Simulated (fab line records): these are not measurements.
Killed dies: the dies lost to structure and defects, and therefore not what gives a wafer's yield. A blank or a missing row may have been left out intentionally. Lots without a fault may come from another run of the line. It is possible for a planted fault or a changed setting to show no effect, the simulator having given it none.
What tool caused it? | flow gf180mcu | 36 wafers from 12 lots sampled at 4 of the route's 602 steps

== WHAT THE GAUGES READ, wafer by wafer ==
GF_DUAL_GATE_THK_MEAS_03. Usual: DUAL_GATE_OXIDATION_00_THK typically reads 10.89 nm, with standard deviation 0.17.
lot  | measured     | on            | DUAL_GATE_OXIDATION_00_THK (nm) | flag
L608 | day 8 09:53  | film-metro-01 | 10.92 10.85 11.06               |
L610 | day 9 01:10  | film-metro-03 | 11.03 11.03 11.12               |
L611 | day 9 09:14  | film-metro-02 | 10.95 10.87 11.01               |
L612 | day 9 16:31  | film-metro-01 | 11.01 11.18 10.97               |
L617 | day 11 04:15 | film-metro-01 | 10.85 10.69 10.79               |
L618 | day 11 12:33 | film-metro-01 | 10.94 10.88 10.77               |
L623 | day 12 20:56 | film-metro-01 | 8.66 8.62 8.78                  | OFF
L624 | day 13 01:21 | film-metro-02 | 8.98 8.86 8.85                  | OFF
L625 | day 13 14:15 | film-metro-01 | 9.16 9.15 9.12                  | OFF
L626 | day 13 16:09 | film-metro-02 | 10.97 11.06 10.95               |
L627 | day 13 20:34 | film-metro-02 | 10.95 11.24 10.98               |
L630 | day 14 18:38 | film-metro-02 | 11.00 10.88 10.84               |

GF_M3_THK_MEAS_06: measures by xrf. Usual: M3_ALCU_THK typically reads 450 nm, with standard deviation 5.4.
lot  | measured     | on            | M3_ALCU_THK (nm) | flag
L608 | day 22 10:11 | film-metro-01 | 445 446 451      |
L610 | day 23 07:10 | film-metro-01 | 450 446 450      |
L611 | day 23 16:02 | film-metro-01 | 448 448 455      |
L612 | day 23 19:40 | film-metro-04 | 449 448 450      |
L617 | day 25 15:10 | film-metro-04 | 446 448 450      |
L618 | day 26 00:47 | film-metro-04 | 453 451 443      |
L623 | day 27 10:26 | film-metro-03 | 448 444 437      |
L624 | day 27 15:34 | film-metro-04 | 448 437 450      |
L625 | day 28 02:22 | film-metro-01 | 452 458 458      |
L626 | day 28 04:59 | film-metro-01 | 448 453 449      |
L627 | day 28 10:22 | film-metro-01 | 454 454 461      |
L630 | day 29 08:24 | film-metro-04 | 446 445 438      |

GF_V3_THK_MEAS_03. Usual: V3_CVD_02_THK typically reads 852 nm, with standard deviation 12.
lot  | measured     | on            | V3_CVD_02_THK (nm) | flag
L608 | day 23 11:56 | film-metro-01 | 840 856 865        |
L610 | day 24 07:44 | film-metro-02 | 842 863 848        |
L611 | day 24 16:01 | film-metro-02 | 854 861 870        |
L612 | day 24 20:08 | film-metro-03 | 864 869 865        |
L617 | day 26 14:37 | film-metro-03 | 858 846 862        |
L618 | day 26 23:17 | film-metro-03 | 854 854 860        |
L623 | day 28 07:34 | film-metro-03 | 845 849 859        |
L624 | day 28 12:58 | film-metro-02 | 851 863 874        |
L625 | day 28 23:26 | film-metro-03 | 844 841 851        |
L626 | day 29 02:57 | film-metro-03 | 871 863 870        |
L627 | day 29 08:38 | film-metro-03 | 844 846 857        |
L630 | day 30 06:04 | film-metro-03 | 853 874 871        |

== EACH LOT AND THE TOOL THAT RAN IT (in order: tool; ch and the chambers of the sampled wafers; start) ==
lot  | GF_DUAL_GATE_OXIDATION_02
L608 | furnace-01 ch 0, day 8 08:25
L610 | furnace-02 ch 0, day 8 23:44
L611 | furnace-02 ch 0, day 9 07:47
L612 | furnace-02 ch 0, day 9 15:04
L617 | furnace-02 ch 0, day 11 02:49
L618 | furnace-01 ch 0, day 11 11:05
L623 | furnace-02 ch 0, day 12 19:29
L624 | furnace-02 ch 0, day 12 23:53
L625 | furnace-02 ch 0, day 13 12:49
L626 | furnace-01 ch 0, day 13 14:40
L627 | furnace-01 ch 0, day 13 19:07
L630 | furnace-01 ch 0, day 14 17:11
- GF_DUAL_GATE_OXIDATION_02: stabilise 600 s, purge 300 s, target thk 10.887 nm.

== WHAT THE TOOLS THEMSELVES READ (means of the sampled wafers that have a number; where no wafer has one, the mark that the record gives instead) ==
GF_DUAL_GATE_OXIDATION_02. Usual: spike-tc-bottom-C 913.7 C, standard deviation 1.3; spike-tc-centre-C 900.5 C, standard deviation 0.92; spike-tc-lower-C 901.0 C, standard deviation 1.1; spike-tc-top-C 913.0 C, standard deviation 2.5; spike-tc-upper-C 900.4 C, standard deviation 1.1; tube-center-temp-C 899.99 C, standard deviation 0.086; tube_center_temp_C_max 902.3, standard deviation 0.35; zone-power-bottom-pct 27.6 %, standard deviation 0.36; zone-power-upper-pct 17.15 %, standard deviation 0.21.
lot  | tool       | spike-tc-bottom-C (C) | spike-tc-centre-C (C) | spike-tc-lower-C (C) | spike-tc-top-C (C) | spike-tc-upper-C (C) | tube-center-temp-C (C) | tube_center_temp_C_max | zone-power-bottom-pct (%) | zone-power-upper-pct (%) | flag
L608 | furnace-01 | 912.5                 | 901.1                 | 901.4                | 914.3              | 901.2                | 899.89                 | 902.0                  | 27.9                      | 17.32                    |
L610 | furnace-02 | 915.1                 | 900.8                 | 901.3                | 909.6              | 900.0                | 899.94                 | 902.0                  | 27.2                      | 17.07                    |
L611 | furnace-02 | 914.5                 | 900.9                 | 901.2                | 910.0              | 899.6                | 900.00                 | 902.2                  | 27.2                      | 17.13                    |
L612 | furnace-02 | 913.7                 | 900.2                 | 902.0                | 910.6              | 900.2                | 899.93                 | 902.4                  | 27.5                      | 16.95                    |
L617 | furnace-02 | 914.3                 | 900.6                 | 901.1                | 910.8              | 898.5                | 900.02                 | 902.2                  | 27.3                      | 16.92                    |
L618 | furnace-01 | 912.4                 | 900.1                 | 899.4                | 914.5              | 901.6                | 900.03                 | 902.1                  | 27.8                      | 17.21                    |
L623 | furnace-02 | 898.7                 | 884.3                 | 886.8                | 894.2              | 883.5                | 883.86                 | 886.3                  | 26.4                      | 16.35                    | OFF
L624 | furnace-02 | 898.3                 | 884.3                 | 886.4                | 894.6              | 883.3                | 883.93                 | 886.1                  | 26.5                      | 16.60                    | OFF
L625 | furnace-02 | 898.2                 | 884.3                 | 885.4                | 895.0              | 884.0                | 883.82                 | 886.7                  | 26.7                      | 16.35                    | OFF
L626 | furnace-01 | 913.1                 | 900.1                 | 899.8                | 915.5              | 900.4                | 899.88                 | 902.5                  | 28.0                      | 17.31                    |
L627 | furnace-01 | 913.2                 | 899.9                 | 900.7                | 915.1              | 900.4                | 899.94                 | 902.2                  | 27.6                      | 17.44                    |
L630 | furnace-01 | 913.3                 | 900.4                 | 900.2                | 915.0              | 901.3                | 900.09                 | 902.3                  | 27.6                      | 17.22                    |

== THE ANSWER, worked out from the rows above alone ==
Rule: a lot counts as off when the mean over its wafers that have a number is more than 3 standard deviations away from the usual mean. Also off: a lot with no number at a reading for which 4 or more lots have one. Where the step has rows for the other lots, those lots are counted as sound. After the gauges, taken in route order, come the tools' own readings; for these a lot's mean is taken, as printed above. The first step at which some lot is off is used, and at that step the reading that is off furthest; a lot without a number counts as furthest.
Off: L623, L624, L625, seen at GF_DUAL_GATE_THK_MEAS_03 (DUAL_GATE_OXIDATION_00_THK).
If a tool, at a process step before that reading, ran all the lots that are off and no sound lot after the first of them, it fits. The gauges at GF_DUAL_GATE_THK_MEAS_03 aren't tried: what is off there is off at GF_DUAL_GATE_OXIDATION_02 too, on other tools, and a gauge's error can't cause that. One candidate fits, namely furnace-02 at GF_DUAL_GATE_OXIDATION_02. Its last sound lot is L617 (day 11 02:49), its first lot that is off L623 (day 12 19:29): a fault that began between those two fits.
The tool's own readings at GF_DUAL_GATE_OXIDATION_02 bear it out: on the lots that are off they differ by more than 5 times the standard deviation of the sound lots' means. spike-tc-bottom-C reads 898.4 C there against 913.6 C on the sound lots; spike-tc-centre-C reads 884.3 C there against 900.5 C on the sound lots; spike-tc-lower-C reads 886.2 C there against 900.8 C on the sound lots; spike-tc-top-C reads 894.6 C there against 912.8 C on the sound lots; spike-tc-upper-C reads 883.6 C there against 900.4 C on the sound lots; tube-center-temp-C reads 883.87 C there against 899.97 C on the sound lots; tube_center_temp_C_max reads 886.4 there against 902.2 on the sound lots.

== WHAT THE SIMULATOR HAD PUT IN ==
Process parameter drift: furnace-02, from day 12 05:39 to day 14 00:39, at GF_DUAL_GATE_OXIDATION_02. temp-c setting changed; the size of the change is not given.
Shown lots that were struck: L623, L624, L625. The rule above reached the same finding.
